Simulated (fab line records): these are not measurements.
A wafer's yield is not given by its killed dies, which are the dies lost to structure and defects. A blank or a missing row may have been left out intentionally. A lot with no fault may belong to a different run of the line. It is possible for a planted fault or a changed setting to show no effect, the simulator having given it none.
fab line records	flow sfqLine
[record] lots = 6	wafers = 18	lastDay = 95
route steps=325 shown C5@243 M6@251
lots with no fault: from the same line, run without faults
startH: hours from the record's first day to the start of the lot's first wafer shown	waitH: hours from the lot's prior step to this one	" repeats the value in the row above	L1.1+2: a single row standing in for several wafers	- no value present, or no start provided	* or withheld: withheld	< > ~ a bound
route shown NAME@n: a module of which the file shows steps, and the number in the route of the first	usual: mean/standard deviation of fault-free wafers	same: alike in all rows	chamber/n: place in a boat	sites: per-site readings	_std_site: the values' standard deviation	_edge_site: the outer-site mean with the inner-site mean subtracted	radiusMm: for every site, how far away it sits from the centre of the wafer	mask NAME#n: copy n	behind: the last tool/chamber to shape the wafer	hold: why the lot went on hold/how many hours it stayed there/how the hold came to an end	device: the n, p or np transistor that did not switch	end of line: tests run on the same wafers once the route is complete	a step with no rows: only its recipe	killed: at the first sort, the dies lost to defects and structure; wafer yield is something else	map: shows each die of a wafer: x if killed, . if not, _ if none is there
set.NAME: setting as actually run; set.NAME@STEP: the setting as run at that earlier step	model.NAME: the simulator's own value behind a step, which no gauge read
lots at some steps of the route; a table a step, a row a wafer
services: the hour from which a tool's chamber was out of use, counted from the record's first day as startH (under 0 if before that day), plus the number of hours and why
[[steps]]
[step SFQ_TRILAYER_C5_LITHO_EXPOSE_152]
[recipe] maskId = C5	na = 0.6	sourceShape = conventional	sigmaOuter = 0.65	targetCdNm = 500	doseMj = 21.3
[step SFQ_TRILAYER_C5_LITHO_PEB_154]
[recipe] pebTempC = 115	pebTimeS = 60	resist = KrF
[step SFQ_TRILAYER_C5_LITHO_DEVELOP_153]
[recipe] timeS = 60	resist = KrF
[step SFQ_C5_OVL_MEAS_937]
[usual] C5_OVL = -1/5.4
lot.wafer	tool	chamber	startH	waitH	C5_OVL[nm]
L108.1	overlay-01	-	1540.73	0.1	2
L108.2	"	-	"	"	-4
L108.5	"	-	"	"	0
L111.1	overlay-02	-	1630.41	0.1	-7
L111.2	"	-	"	"	-8
L111.6	"	-	"	"	-4
L122.3	overlay-01	-	1851.79	0.1	1
L122.4	"	-	"	"	2
L122.5	"	-	"	"	-4
L127.1	overlay-01	-	1866.18	0.1	-4
L127.3	"	-	"	"	2
L127.5	"	-	"	"	-2
L128.1	overlay-01	-	1887.30	0.1	-2
L128.5	"	-	"	"	-4
L128.6	"	-	"	"	2
L129.1	overlay-02	-	1891.90	0.1	4
L129.2	"	-	"	"	3
L129.5	"	-	"	"	6
[step SFQ_TRILAYER_C5_BARC_OPEN_VIA_ETCH_210]
[recipe] maskMaterial = PR	chemistry = O2	targetDepthNm = 125	target = BARC	sourceW = 500	biasW = 80	pressureMtorr = 30	timeS = 41.7
[usual] drypumpMotorCurrentA = 5.6/0.51	oesProductAu = 0.685/0.0043	rfFwdPowerW = 494.8/2.1
lot.wafer	tool	chamber	startH	waitH	drypumpMotorCurrentA	oesProductAu	rfFwdPowerW	rfHoursCounterH
L108.1	rieDiel-01	1	1540.77	0.0	5.3	0.683	496.8	13
L108.2	"	0	"	"	5.4	0.688	494.2	13
L108.5	"	3	"	"	5.7	0.681	496.5	-
L111.1	rieDiel-04	0	1630.44	0.0	6.6	0.686	494.5	20
L111.2	"	1	"	"	5.6	0.680	497.2	15
L111.6	"	3	"	"	4.9	0.684	495.2	-
L122.3	rieDiel-02	3	1851.81	0.0	6.0	0.683	495.6	8
L122.4	"	0	"	"	5.6	0.690	493.9	16
L122.5	"	0	"	"	5.6	0.681	495.3	-
L127.1	rieDiel-04	3	1866.21	0.0	4.9	0.686	496.7	7
L127.3	"	0	"	"	6.6	0.684	496.9	2
L127.5	"	2	"	"	4.7	0.676	493.7	-
L128.1	rieDiel-04	2	1887.33	0.0	4.7	0.680	494.0	3
L128.5	"	1	"	"	5.6	0.683	494.9	-
L128.6	"	2	"	"	4.7	0.683	493.7	-
L129.1	rieDiel-02	0	1891.93	0.0	5.6	0.682	494.2	16
L129.2	"	2	"	"	5.1	0.686	495.7	19
L129.5	"	3	"	"	6.0	0.678	498.2	-
[step SFQ_TRILAYER_C5_ETCH_VIA_ETCH_154]
[recipe] target = SiO2	maskMaterial = PR	chemistry = CHF3	targetDepthNm = 84	sourceW = 500	biasW = 80	pressureMtorr = 30	timeS = withheld	stopOn = Nb
[usual] drypumpMotorCurrentA = 5.6/0.51	oesProductAu = 0.891/0.0092	rfFwdPowerW = 495.5/1.9
lot.wafer	tool	chamber	startH	waitH	drypumpMotorCurrentA	oesProductAu	rfFwdPowerW
L108.1	rieDiel-01	1	1540.81	0.0	5.3	0.894	497.7
L108.2	"	0	"	"	5.4	0.898	492.9
L108.5	"	3	"	"	5.7	0.909	496.0
L111.1	rieDiel-04	0	1630.48	0.0	6.5	0.903	494.3
L111.2	"	1	"	"	5.6	0.892	496.9
L111.6	"	3	"	"	5.0	0.903	493.0
L122.3	rieDiel-02	3	1851.85	0.0	6.0	0.896	496.1
L122.4	"	0	"	"	5.7	0.904	495.2
L122.5	"	0	"	"	5.6	0.912	494.3
L127.1	rieDiel-04	3	1866.25	0.0	4.9	0.871	497.7
L127.3	"	0	"	"	6.6	0.877	495.1
L127.5	"	2	"	"	4.7	0.895	496.4
L128.1	rieDiel-04	2	1887.37	0.0	4.6	0.885	494.0
L128.5	"	1	"	"	5.6	0.896	496.0
L128.6	"	2	"	"	4.6	0.899	493.2
L129.1	rieDiel-02	0	1891.97	0.0	5.6	0.887	495.7
L129.2	"	2	"	"	5.1	0.897	496.9
L129.5	"	3	"	"	6.0	0.912	496.7
[step SFQ_TRILAYER_C5_STRIP_STRIP_155]
[recipe] gas = O2	powerW = 200	platenTempC = 40	overashFraction = 0.65	chemistry = O2	pressureMtorr = 50
[usual] drypumpMotorCurrentA = 5.7/0.37	oesProductAu = 1.004/0.007	platenTempC = 40.01/0.12
lot.wafer	tool	chamber	startH	waitH	drypumpMotorCurrentA	oesProductAu	platenTempC	rfHoursCounterH
L108.1	rieMetal-03	0	1540.85	-	5.4	1.004	39.99	42
L108.2	"	1	"	"	5.3	0.993	39.92	30
L108.5	"	0	"	"	5.4	0.992	39.80	-
L111.1	rieMetal-03	1	1630.53	-	5.3	0.993	40.10	41
L111.2	"	0	"	"	5.4	0.993	39.90	52
L111.6	"	1	"	"	5.3	0.996	40.24	-
L122.3	rieMetal-04	0	1852.10	-	6.2	1.005	39.95	-
L122.4	"	1	"	"	6.1	0.998	40.04	-
L122.5	"	0	"	"	6.2	1.008	39.97	-
L127.1	rieMetal-04	1	1866.30	-	6.0	1.001	40.04	10
L127.3	"	0	"	"	6.3	1.004	39.75	-
L127.5	"	0	"	"	6.3	1.005	39.82	-
L128.1	rieMetal-03	1	1887.42	-	5.3	1.000	39.93	73
L128.5	"	1	"	"	5.3	0.991	39.98	-
L128.6	"	0	"	"	5.4	1.008	40.10	-
L129.1	rieMetal-01	1	1892.02	-	5.5	1.013	39.92	133
L129.2	"	0	"	"	5.8	0.989	39.88	113
L129.5	"	1	"	"	5.5	1.019	39.78	-
[step SFQ_TRILAYER_C5_STRIP_SOLV_CLEAN_156]
[recipe] chemistry = NMP	tempC = 70	timeS = 600
[step SFQ_TRILAYER_M6_DEP_PRE_CLEAN_158]
[recipe] gas = Ar	timeS = 22.5	biasV = 250
[step SFQ_TRILAYER_M6_DEP_SPUTTER_157]
[recipe] material = Nb	basePressurePa = 1.33e-06	chamberPressurePa = 0.1333	substrateTempC = 20	targetThkNm = 200	powerW = 2000	timeS = 133.3
[usual] throttleValvePct = 29.5/1.4
lot.wafer	tool	chamber	startH	waitH	throttleValvePct
L108.1	pvdSputter-05	-	1541.66	0.0	30.2
L108.2	"	-	"	"	31.5
L108.5	"	-	"	"	30.0
L111.1	pvdSputter-05	-	1631.54	0.0	26.8
L111.2	"	-	"	"	29.7
L111.6	"	-	"	"	26.9
L122.3	pvdSputter-06	-	1852.71	0.0	29.6
L122.4	"	-	"	"	30.1
L122.5	"	-	"	"	31.0
L127.1	pvdSputter-03	-	1867.11	0.0	28.5
L127.3	"	-	"	"	31.3
L127.5	"	-	"	"	28.5
L128.1	pvdSputter-03	-	1888.23	0.0	31.1
L128.5	"	-	"	"	30.2
L128.6	"	-	"	"	28.6
L129.1	pvdSputter-06	-	1892.83	0.0	30.0
L129.2	"	-	"	"	30.9
L129.5	"	-	"	"	27.1
[step SFQ_M6_RS_MEAS_938]
[recipe] thkMeasGauge = four-point-probe	reads = Nb_of_TRILAYER_M6_DEP_SPUTTER_157
[usual] M6_NB_RS = 0.886/0.0088
lot.wafer	tool	chamber	startH	waitH	M6_NB_RS[ohm/sq]
L108.1	filmMetro-03	-	1541.75	0.0	0.882
L108.2	"	-	"	"	0.874
L108.5	"	-	"	"	0.877
L111.1	filmMetro-01	-	1631.63	0.0	0.877
L111.2	"	-	"	"	0.873
L111.6	"	-	"	"	0.880
L122.3	filmMetro-01	-	1852.84	0.1	0.888
L122.4	"	-	"	"	0.871
L122.5	"	-	"	"	0.881
L127.1	filmMetro-01	-	1867.20	0.0	0.888
L127.3	"	-	"	"	0.887
L127.5	"	-	"	"	0.882
L128.1	filmMetro-03	-	1888.32	0.0	0.883
L128.5	"	-	"	"	0.893
L128.6	"	-	"	"	0.890
L129.1	filmMetro-03	-	1892.92	0.0	0.885
L129.2	"	-	"	"	0.883
L129.5	"	-	"	"	0.896
[step SFQ_TRILAYER_M6_LITHO_COAT_164]
[recipe] resist = BARC	spinRpm = 3000	resistThkNm = 62
lot.wafer	tool	chamber	startH	waitH	model.BARC_of_TRILAYER_M6_LITHO_COAT_164.thkNm
L108.1	lithoTrack-02	0	1541.93	0.1	62.22
L108.2	"	0	"	"	62.16
L108.5	"	0	"	"	62.19
L111.1	lithoTrack-03	0	1631.81	0.1	61.89
L111.2	"	0	"	"	61.83
L111.6	"	0	"	"	61.9
L122.3	lithoTrack-03	0	1853.08	0.1	62.04
L122.4	"	0	"	"	61.97
L122.5	"	0	"	"	61.74
L127.1	lithoTrack-03	0	1867.38	0.1	60.63
L127.3	"	0	"	"	60.5
L127.5	"	0	"	"	62.07
L128.1	lithoTrack-03	0	1888.50	0.1	60.52
L128.5	"	0	"	"	61.87
L128.6	"	0	"	"	62.11
L129.1	lithoTrack-02	0	1893.10	0.1	62.52
L129.2	"	0	"	"	62.39
L129.5	"	0	"	"	62.43
[step SFQ_TRILAYER_M6_LITHO_COAT_159]
[recipe] resist = KrF	spinRpm = 3000	resistThkNm = 600
[step SFQ_TRILAYER_M6_LITHO_SOFTBAKE_163]
[recipe] tempC = withheld	timeS = withheld	resist = KrF
[step SFQ_TRILAYER_M6_LITHO_EXPOSE_160]
[recipe] maskId = M6	na = 0.6	sourceShape = conventional	sigmaOuter = 0.65	targetCdNm = 500	doseMj = 14.4
[step SFQ_TRILAYER_M6_LITHO_PEB_162]
[recipe] pebTempC = 115	pebTimeS = 60	resist = KrF
[step SFQ_TRILAYER_M6_LITHO_DEVELOP_161]
[recipe] timeS = 60	resist = KrF
[step SFQ_M6_OVL_MEAS_940]
[usual] M6_OVL = -2/5.6
lot.wafer	tool	chamber	startH	waitH	M6_OVL[nm]
L108.1	overlay-01	-	1667.46	0.1	6
L108.2	"	-	"	"	-1
L108.5	"	-	"	"	2
L111.1	overlay-02	-	1745.30	0.1	-8
L111.2	"	-	"	"	-6
L111.6	"	-	"	"	-4
L122.3	overlay-01	-	1945.17	0.1	5
L122.4	"	-	"	"	1
L122.5	"	-	"	"	13
L127.1	overlay-01	-	1962.70	0.1	8
L127.3	"	-	"	"	-5
L127.5	"	-	"	"	-1
L128.1	overlay-02	-	1983.22	0.1	1
L128.5	"	-	"	"	3
L128.6	"	-	"	"	-5
L129.1	overlay-02	-	1990.42	0.1	4
L129.2	"	-	"	"	-1
L129.5	"	-	"	"	1
[step SFQ_TRILAYER_M6_BARC_OPEN_METAL_ETCH_206]
[recipe] maskMaterial = PR	chemistry = O2	targetDepthNm = 125	target = BARC	icpW = 600	biasW = 80	pressureMtorr = 10	timeS = 41.7
[usual] drypumpMotorCurrentA = 5.9/0.32	oesProductAu = 0.685/0.0048	rfFwdPowerW = 593/3.1
lot.wafer	tool	chamber	startH	waitH	drypumpMotorCurrentA	oesProductAu	rfFwdPowerW	rfHoursCounterH	model.etch.depthNm
L108.1	rieMetal-04	0	1667.50	0.0	6.2	0.686	587	90	62.22
L108.2	"	1	"	"	6.1	0.686	593	112	62.16
L108.5	"	0	"	"	6.2	0.681	589	-	62.19
L111.1	rieMetal-04	0	1745.34	0.0	6.2	0.678	588	101	61.89
L111.2	"	1	"	"	6.0	0.687	597	123	61.83
L111.6	"	0	"	"	6.2	0.677	587	-	61.9
L122.3	rieMetal-04	0	1945.22	0.0	6.2	0.682	589	-	62.04
L122.4	"	1	"	"	6.0	0.684	590	-	61.97
L122.5	"	0	"	"	6.2	0.679	593	-	61.74
L127.1	rieMetal-02	1	1962.73	0.0	6.3	0.686	596	63	60.63
L127.3	"	0	"	"	5.4	0.680	589	-	60.5
L127.5	"	0	"	"	5.4	0.677	588	-	62.07
L128.1	rieMetal-01	1	1983.26	0.0	5.5	0.686	592	8	60.52
L128.5	"	1	"	"	5.5	0.687	594	-	61.87
L128.6	"	1	"	"	5.5	0.686	593	-	62.11
L129.1	rieMetal-01	1	1990.46	0.0	5.5	0.689	593	10	62.52
L129.2	"	1	"	"	5.4	0.685	597	-	62.39
L129.5	"	1	"	"	5.5	0.689	594	-	62.43
[step SFQ_TRILAYER_M6_ETCH_METAL_ETCH_162]
[recipe] target = Nb	stopOn = SiO2	maskMaterial = PR	chemistry = Cl2/Ar	targetDepthNm = 240	icpW = 600	biasW = 80	pressureMtorr = 10	timeS = 120
[usual] drypumpMotorCurrentA = 5.9/0.32	oesProductAu = 0.897/0.007	rfFwdPowerW = 596.8/2.3
lot.wafer	tool	chamber	startH	waitH	drypumpMotorCurrentA	oesProductAu	rfFwdPowerW	rfHoursCounterH
L108.1	rieMetal-04	0	1667.56	0.0	6.2	0.901	594.8	90
L108.2	"	1	"	"	6.0	0.908	595.2	112
L108.5	"	0	"	"	6.2	0.904	593.5	-
L111.1	rieMetal-04	0	1745.40	0.0	6.3	0.905	593.3	101
L111.2	"	1	"	"	6.1	0.901	595.4	123
L111.6	"	0	"	"	6.3	0.900	596.3	-
L122.3	rieMetal-04	0	1945.30	0.1	6.3	0.896	596.0	-
L122.4	"	1	"	"	6.0	0.902	599.3	-
L122.5	"	0	"	"	6.3	0.894	594.8	-
L127.1	rieMetal-02	1	1962.79	0.0	6.3	0.900	599.2	63
L127.3	"	0	"	"	5.4	0.896	595.7	-
L127.5	"	0	"	"	5.4	0.900	595.1	-
L128.1	rieMetal-01	1	1983.38	0.1	5.5	0.894	598.4	8
L128.5	"	1	"	"	5.5	0.893	599.4	-
L128.6	"	1	"	"	5.5	0.895	599.5	-
L129.1	rieMetal-01	1	1990.58	0.1	5.4	0.901	599.1	10
L129.2	"	1	"	"	5.5	0.902	597.7	-
L129.5	"	1	"	"	5.5	0.890	596.5	-
[[services]]
tool	chamber	startH	hours	kind
rieMetal-04	1	1535.69	44.0	repair
rieDiel-04	2	1542.09	8.0	repair
rieMetal-04	-	1545.24	0.8	repair
rieMetal-04	0	1545.38	7.4	repair
pvdSputter-05	-	1547.02	3.7	repair
rieDiel-02	1	1558.83	4.6	repair
rieMetal-03	-	1581.35	2.8	pm
rieDiel-02	3	1587.43	1.9	repair
rieDiel-02	-	1589.72	1.8	repair
rieDiel-02	-	1640.13	2.8	pm
rieMetal-03	0	1642.64	11.3	repair
rieDiel-04	1	1657.94	6.8	repair
rieMetal-01	-	1697.98	1.4	pm
rieDiel-04	3	1723.94	7.1	repair
rieMetal-03	1	1740.91	10.2	repair
rieMetal-01	1	1755.90	3.2	repair
rieDiel-02	3	1807.57	18.2	repair
rieDiel-02	0	1815.14	4.6	repair
rieDiel-04	1	1850.63	3.5	repair
rieDiel-02	1	1893.40	10.8	repair
rieDiel-04	0	1897.68	9.2	repair
rieDiel-04	-	1908.01	14.6	pm
rieDiel-02	1	1917.26	6.6	repair
rieMetal-01	-	1979.37	2.8	pm
[[key]]
firstSign none at tools or gauges
[modelEffect] step = SFQ_TRILAYER_M6_LITHO_COAT_164	value = BARC_of_TRILAYER_M6_LITHO_COAT_164.thkNm	without = 61.96	struck = 60.55
[modelEffect] step = SFQ_TRILAYER_M6_BARC_OPEN_METAL_ETCH_206	value = etch.depthNm	without = 61.96	struck = 60.55
metAt SFQ_TRILAYER_M6_LITHO_COAT_164
struckWafers L127.1,L127.3,L128.1
onsetBetween 1853.08 1867.38
[fault] kind = processParameterDrift	tool = lithoTrack-03	chamber = -	onsetH = 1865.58	steps = SFQ_TRILAYER_M6_LITHO_COAT_164	channel = resistThkNm	offset = -1.4159	shape = step	endH = 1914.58	scope = struckWafersOnly	actsIn = theseRecipesOnly	stated = 62
